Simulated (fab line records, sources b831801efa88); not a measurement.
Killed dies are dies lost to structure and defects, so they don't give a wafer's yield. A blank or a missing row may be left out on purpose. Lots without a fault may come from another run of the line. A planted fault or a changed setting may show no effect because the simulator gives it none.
fab line records | flow sfq_line
record lots=6 wafers=18 last_day=87
route steps=325 shown I5@232 C5@240
lots that met no fault: from a run of the same line without faults
start_h: hours from the record's first day to the start of the lot's first wafer shown | wait_h: hours since the lot's step before | " the same as in the row above | L1.1+2: a row that stands for several wafers | - no value, or no start given | * or withheld: withheld | < > ~ a bound
route shown NAME@n: a module of which the file shows steps, and the number in the route of the first | usual: mean/standard deviation of fault-free wafers | same: alike in all rows | chamber/n: place in a boat | sites: the reading at each site | _std_site: their standard deviation | _edge_site: outer sites' mean less inner sites' | radius_mm: how far each site lies from the wafer's centre | mask NAME#n: copy n | behind: the tool/chamber that last shaped the wafer | hold: why the lot was held/for how many hours/how that ended | device: the transistor (n, p or np) that didn't switch | end of line: the same wafers' tests at the end of the route | a step without rows: its recipe alone | killed: dies lost to structure and defects at the first sort, not the wafer's yield | map: a wafer's dies, x killed, . not, _ none there
set.NAME: the setting as run; set.NAME@STEP: as run at that earlier step | model.NAME: the simulator's own value behind a step, which no gauge read
lots at some steps of the route; a table a step, a row a wafer
services: from which hour (start_h, from the record's first day; less than 0 if before it) a tool's chamber was out of use, for how many hours, and why
## steps
# step SFQ_TRILAYER_I5_LITHO_EXPOSE_145
# recipe mask_id=I5 na=0.6 source_shape=conventional sigma_outer=0.65 target_cd_nm=700 dose_mj=21.3
# step SFQ_TRILAYER_I5_LITHO_PEB_147
# recipe peb_temp_c=115 peb_time_s=60 resist=KrF
# step SFQ_TRILAYER_I5_LITHO_DEVELOP_146
# recipe time_s=60 resist=KrF
# step SFQ_I5_OVL_MEAS_936
# usual I5_OVL=1/4
# columns lot.wafer tool chamber start_h wait_h I5_OVL[nm]
L149.1 overlay-01 - 1565.52 0.1 9
L149.2 " - " " 3
L149.5 " - " " 9
L159.4 overlay-02 - 1704.19 0.1 1
L159.5 " - " " 1
L159.6 " - " " 3
L160.1 overlay-01 - 1706.57 0.1 7
L160.2 " - " " 6
L160.4 " - " " 7
L163.3 overlay-01 - 1719.78 0.1 8
L163.5 " - " " 7
L163.6 " - " " 5
L164.1 overlay-01 - 1752.66 0.1 4
L164.4 " - " " 3
L164.5 " - " " 7
L167.1 overlay-02 - 1810.26 0.1 3
L167.4 " - " " 1
L167.5 " - " " -5
# step SFQ_TRILAYER_I5_BARC_OPEN_VIA_ETCH_200
# recipe mask_material=PR chemistry=O2 target_depth_nm=125 target=BARC source_w=500 bias_w=80 pressure_mtorr=30 time_s=41.7
# usual drypump_motor_current_A=5.8/0.62 oes_product_au=0.686/0.0047
# columns lot.wafer tool chamber start_h wait_h drypump_motor_current_A oes_product_au rf_hours_counter_h
L149.1 rie_diel-01 0 1565.56 0.0 5.3 0.676 0
L149.2 " 1 " " 4.8 0.693 7
L149.5 " 3 " " 6.7 0.690 -
L159.4 rie_diel-02 3 1704.22 0.0 5.7 0.688 -
L159.5 " 1 " " 5.2 0.682 -
L159.6 " 0 " " 5.8 0.689 -
L160.1 rie_diel-03 1 1706.60 0.0 6.6 0.683 10
L160.2 " 0 " " 6.3 0.687 1
L160.4 " 2 " " 5.3 0.686 17
L163.3 rie_diel-03 2 1719.80 0.0 5.3 0.685 17
L163.5 " 1 " " 6.6 0.683 -
L163.6 " 0 " " 6.3 0.687 -
L164.1 rie_diel-02 3 1752.70 0.0 5.7 0.687 10
L164.4 " 3 " " 5.7 0.687 -
L164.5 " 0 " " 5.8 0.686 -
L167.1 rie_diel-03 3 1810.30 0.0 5.9 0.691 15
L167.4 " 1 " " 6.6 0.689 12
L167.5 " 2 " " 5.3 0.686 -
# step SFQ_TRILAYER_I5_ETCH_VIA_ETCH_147
# recipe stop_on=Nb mask_material=PR chemistry=CHF3 target_depth_nm=360 source_w=500 bias_w=80 pressure_mtorr=30 time_s=withheld
# usual drypump_motor_current_A=5.8/0.62 oes_product_au=0.989/0.0069
# columns lot.wafer tool chamber start_h wait_h drypump_motor_current_A oes_product_au
L149.1 rie_diel-01 0 1565.60 0.0 5.3 0.982
L149.2 " 1 " " 4.8 0.995
L149.5 " 3 " " 6.8 0.992
L159.4 rie_diel-02 3 1704.32 0.1 5.7 0.990
L159.5 " 1 " " 5.2 0.990
L159.6 " 0 " " 5.8 0.982
L160.1 rie_diel-03 1 1706.64 0.0 6.6 0.984
L160.2 " 0 " " 6.3 0.991
L160.4 " 2 " " 5.3 0.999
L163.3 rie_diel-03 2 1719.84 0.0 5.3 1.001
L163.5 " 1 " " 6.6 0.994
L163.6 " 0 " " 6.3 0.982
L164.1 rie_diel-02 3 1752.73 0.0 5.7 0.995
L164.4 " 3 " " 5.7 1.001
L164.5 " 0 " " 5.9 0.973
L167.1 rie_diel-03 3 1810.33 0.0 5.9 0.980
L167.4 " 1 " " 6.5 0.985
L167.5 " 2 " " 5.3 0.993
# step SFQ_TRILAYER_I5_STRIP_STRIP_148
# recipe gas=O2 power_w=200 platen_temp_c=40 overash_fraction=0.65 chemistry=O2 pressure_mtorr=50
# usual drypump_motor_current_A=5.7/0.34 oes_product_au=1.000/0.0071
# columns lot.wafer tool chamber start_h wait_h drypump_motor_current_A oes_product_au rf_hours_counter_h
L149.1 rie_metal-02 1 1565.75 - 5.4 1.016 32
L149.2 " 0 " " 5.7 1.005 111
L149.5 " 0 " " 5.7 1.004 -
L159.4 rie_metal-02 1 1704.99 - 5.4 0.994 -
L159.5 " 1 " " 5.4 0.998 -
L159.6 " 1 " " 5.4 1.003 -
L160.1 rie_metal-01 1 1706.79 - 5.6 1.003 117
L160.2 " 0 " " 5.6 1.000 27
L160.4 " 0 " " 5.6 1.006 -
L163.3 rie_metal-01 0 1720.19 - 5.6 0.993 -
L163.5 " 1 " " 5.6 1.004 -
L163.6 " 0 " " 5.6 0.999 -
L164.1 rie_metal-02 1 1752.88 - 5.4 0.996 57
L164.4 " 0 " " 5.7 1.001 -
L164.5 " 0 " " 5.7 1.003 -
L167.1 rie_metal-01 0 1810.48 - 5.6 1.000 41
L167.4 " 0 " " 5.6 0.999 -
L167.5 " 0 " " 5.6 0.998 -
# step SFQ_TRILAYER_I5_STRIP_SOLV_CLEAN_149
# recipe chemistry=NMP temp_c=70 time_s=600
# step SFQ_TRILAYER_C5_LITHO_COAT_156
# recipe resist=BARC spin_rpm=3000 resist_thk_nm=62
# step SFQ_TRILAYER_C5_LITHO_COAT_151
# recipe resist=KrF spin_rpm=3000 resist_thk_nm=650
# step SFQ_TRILAYER_C5_LITHO_SOFTBAKE_155
# recipe temp_c=withheld time_s=withheld resist=KrF
# step SFQ_TRILAYER_C5_LITHO_EXPOSE_152
# recipe mask_id=C5 na=0.6 source_shape=conventional sigma_outer=0.65 target_cd_nm=500 dose_mj=21.3
# step SFQ_TRILAYER_C5_LITHO_PEB_154
# recipe peb_temp_c=115 peb_time_s=60 resist=KrF
# usual chill_plate_temp_C=23.01/0.1 exhaust_pa=45.0/0.7
# columns lot.wafer tool chamber start_h wait_h chill_plate_temp_C exhaust_pa
L149.1 litho_track-01 0 1684.22 1.0 23.10 45.6
L149.2 " 0 " " 23.04 45.1
L149.5 " 0 " " 23.09 45.0
L159.4 litho_track-04 0 1707.99 0.7 23.01 43.1
L159.5 " 0 " " 22.97 44.4
L159.6 " 0 " " 23.04 45.2
L160.1 litho_track-04 0 1709.52 1.0 23.03 45.1
L160.2 " 0 " " 23.09 45.0
L160.4 " 0 " " 23.17 46.0
L163.3 litho_track-03 0 1722.77 0.7 23.20 44.2
L163.5 " 0 " " 23.21 44.3
L163.6 " 0 " " 23.09 44.2
L164.1 litho_track-01 0 1859.44 1.0 22.82 45.4
L164.4 " 0 " " 23.03 44.2
L164.5 " 0 " " 22.83 44.6
L167.1 litho_track-04 0 1914.77 1.0 22.92 45.2
L167.4 " 0 " " 22.94 46.1
L167.5 " 0 " " 22.89 45.2
# step SFQ_TRILAYER_C5_LITHO_DEVELOP_153
# recipe time_s=60 resist=KrF
# step SFQ_C5_OVL_MEAS_937
# usual C5_OVL=0/5
# columns lot.wafer tool chamber start_h wait_h C5_OVL[nm]
L149.1 overlay-01 - 1684.52 0.1 0
L149.2 " - " " 6
L149.5 " - " " -7
L159.4 overlay-01 - 1708.23 0.1 5
L159.5 " - " " 3
L159.6 " - " " 3
L160.1 overlay-01 - 1709.82 0.1 -3
L160.2 " - " " -3
L160.4 " - " " 2
L163.3 overlay-02 - 1723.03 0.1 6
L163.5 " - " " 9
L163.6 " - " " 7
L164.1 overlay-02 - 1859.74 0.1 -2
L164.4 " - " " 0
L164.5 " - " " 5
L167.1 overlay-01 - 1915.07 0.1 -6
L167.4 " - " " -10
L167.5 " - " " -2
# step SFQ_TRILAYER_C5_BARC_OPEN_VIA_ETCH_210
# recipe mask_material=PR chemistry=O2 target_depth_nm=125 target=BARC source_w=500 bias_w=80 pressure_mtorr=30 time_s=41.7
# usual drypump_motor_current_A=5.7/0.64 oes_product_au=0.685/0.0048
# columns lot.wafer tool chamber start_h wait_h drypump_motor_current_A oes_product_au rf_hours_counter_h model.C5.cd_nm
L149.1 rie_diel-01 3 1684.55 0.0 6.8 0.689 17 498.6
L149.2 " 0 " " 5.3 0.684 2 499
L149.5 " 2 " " 6.7 0.676 - 498.5
L159.4 rie_diel-01 1 1708.25 0.0 4.8 0.685 10 535.4
L159.5 " 2 " " 6.7 0.697 - 500.4
L159.6 " 1 " " 4.8 0.693 - 498.5
L160.1 rie_diel-02 2 1709.85 0.0 5.4 0.685 0 500.1
L160.2 " 1 " " 5.2 0.690 16 536.6
L160.4 " 0 " " 5.9 0.685 8 536.6
L163.3 rie_diel-01 3 1723.05 0.0 6.7 0.676 18 501.2
L163.5 " 2 " " 6.7 0.684 - 500.7
L163.6 " 3 " " 6.7 0.680 - 499.1
L164.1 rie_diel-01 3 1859.78 0.0 6.8 0.686 1 499.8
L164.4 " 0 " " 5.3 0.690 4 499.8
L164.5 " 2 " " 6.8 0.688 - 500.1
L167.1 rie_diel-04 3 1915.10 0.0 6.6 0.688 4 501.7
L167.4 " 3 " " 6.6 0.683 - 501.9
L167.5 " 0 " " 5.3 0.688 - 502.2
# step SFQ_TRILAYER_C5_ETCH_VIA_ETCH_154
# recipe target=SiO2 mask_material=PR chemistry=CHF3 target_depth_nm=84 source_w=500 bias_w=80 pressure_mtorr=30 time_s=withheld stop_on=Nb
# usual drypump_motor_current_A=5.7/0.64 oes_product_au=0.896/0.0098
# columns lot.wafer tool chamber start_h wait_h drypump_motor_current_A oes_product_au model.C5.cd_nm
L149.1 rie_diel-01 3 1684.59 0.0 6.8 0.887 498.8
L149.2 " 0 " " 5.3 0.894 499.7
L149.5 " 2 " " 6.7 0.900 498.7
L159.4 rie_diel-01 1 1708.29 0.0 4.8 0.905 535.5
L159.5 " 2 " " 6.8 0.901 500.8
L159.6 " 1 " " 4.8 0.894 498.6
L160.1 rie_diel-02 2 1709.89 0.0 5.3 0.901 501
L160.2 " 1 " " 5.2 0.899 536.9
L160.4 " 0 " " 5.8 0.916 536.6
L163.3 rie_diel-01 3 1723.09 0.0 6.8 0.886 501.1
L163.5 " 2 " " 6.7 0.893 500.6
L163.6 " 3 " " 6.8 0.885 499
L164.1 rie_diel-01 3 1859.82 0.0 6.8 0.881 499.9
L164.4 " 0 " " 5.3 0.893 500.3
L164.5 " 2 " " 6.7 0.896 501.1
L167.1 rie_diel-04 3 1915.14 0.0 6.6 0.895 502.3
L167.4 " 3 " " 6.6 0.903 502.6
L167.5 " 0 " " 5.4 0.904 501.5
# step SFQ_TRILAYER_C5_STRIP_STRIP_155
# recipe gas=O2 power_w=200 platen_temp_c=40 overash_fraction=0.65 chemistry=O2 pressure_mtorr=50
# usual drypump_motor_current_A=5.9/0.31 oes_product_au=0.999/0.0085
# columns lot.wafer tool chamber start_h wait_h drypump_motor_current_A oes_product_au rf_hours_counter_h
L149.1 rie_metal-03 0 1684.64 - 6.4 1.000 21
L149.2 " 1 " " 6.0 1.010 88
L149.5 " 0 " " 6.5 1.006 -
L159.4 rie_metal-04 0 1708.54 - 5.8 0.994 -
L159.5 " 1 " " 5.9 0.998 -
L159.6 " 0 " " 5.8 0.991 -
L160.1 rie_metal-03 0 1709.94 - 6.4 0.992 25
L160.2 " 1 " " 6.0 1.005 91
L160.4 " 0 " " 6.4 1.002 -
L163.3 rie_metal-03 1 1723.34 - 6.0 1.009 -
L163.5 " 1 " " 6.0 1.006 -
L163.6 " 0 " " 6.5 0.994 -
L164.1 rie_metal-01 0 1859.87 - 5.6 0.995 53
L164.4 " 0 " " 5.6 0.985 -
L164.5 " 1 " " 5.6 1.000 -
L167.1 rie_metal-03 0 1915.19 - 6.5 0.990 55
L167.4 " 0 " " 6.4 0.993 -
L167.5 " 0 " " 6.4 0.993 -
## services
# columns tool chamber start_h hours kind
rie_diel-01 2 1565.34 6.6 repair
rie_diel-01 - 1590.82 2.3 repair
rie_diel-03 0 1593.63 6.4 repair
rie_diel-02 2 1601.43 1.7 repair
rie_diel-02 3 1604.14 4.0 repair
rie_diel-01 1 1620.43 6.9 repair
rie_diel-03 - 1654.97 2.8 pm
rie_diel-02 3 1724.95 9.0 repair
rie_diel-01 3 1733.54 7.7 repair
rie_diel-02 2 1749.13 8.9 repair
rie_diel-01 2 1759.63 7.6 repair
rie_diel-02 3 1760.70 3.5 repair
rie_diel-03 0 1763.70 10.7 repair
rie_diel-02 3 1781.29 8.8 repair
rie_diel-01 - 1793.11 2.8 pm
rie_diel-01 3 1797.68 2.1 repair
rie_diel-01 1 1800.83 5.4 repair
rie_diel-03 1 1819.85 5.8 repair
rie_diel-03 3 1824.21 4.5 repair
rie_diel-02 3 1856.98 5.4 repair
rie_diel-03 2 1865.03 2.1 repair
rie_diel-01 3 1870.06 10.9 repair
rie_diel-02 2 1880.11 9.7 repair
rie_diel-01 1 1888.55 1.8 repair
## key
first_sign none at tools or gauges
model_effect step=SFQ_TRILAYER_C5_BARC_OPEN_VIA_ETCH_210 value=C5.cd_nm without=500.3 struck=536.2
model_effect step=SFQ_TRILAYER_C5_ETCH_VIA_ETCH_154 value=C5.cd_nm without=500.4 struck=536.3
met_at SFQ_TRILAYER_C5_LITHO_PEB_154
struck_wafers L159.4,L160.2,L160.4
fault kind=process_parameter_drift tool=litho_track-04 chamber=- onset_h=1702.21 steps=SFQ_TRILAYER_C5_LITHO_PEB_154 channel=peb_time_s offset=* shape=step end_h=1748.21 scope=struck_wafers_only acts_in=* stated=*
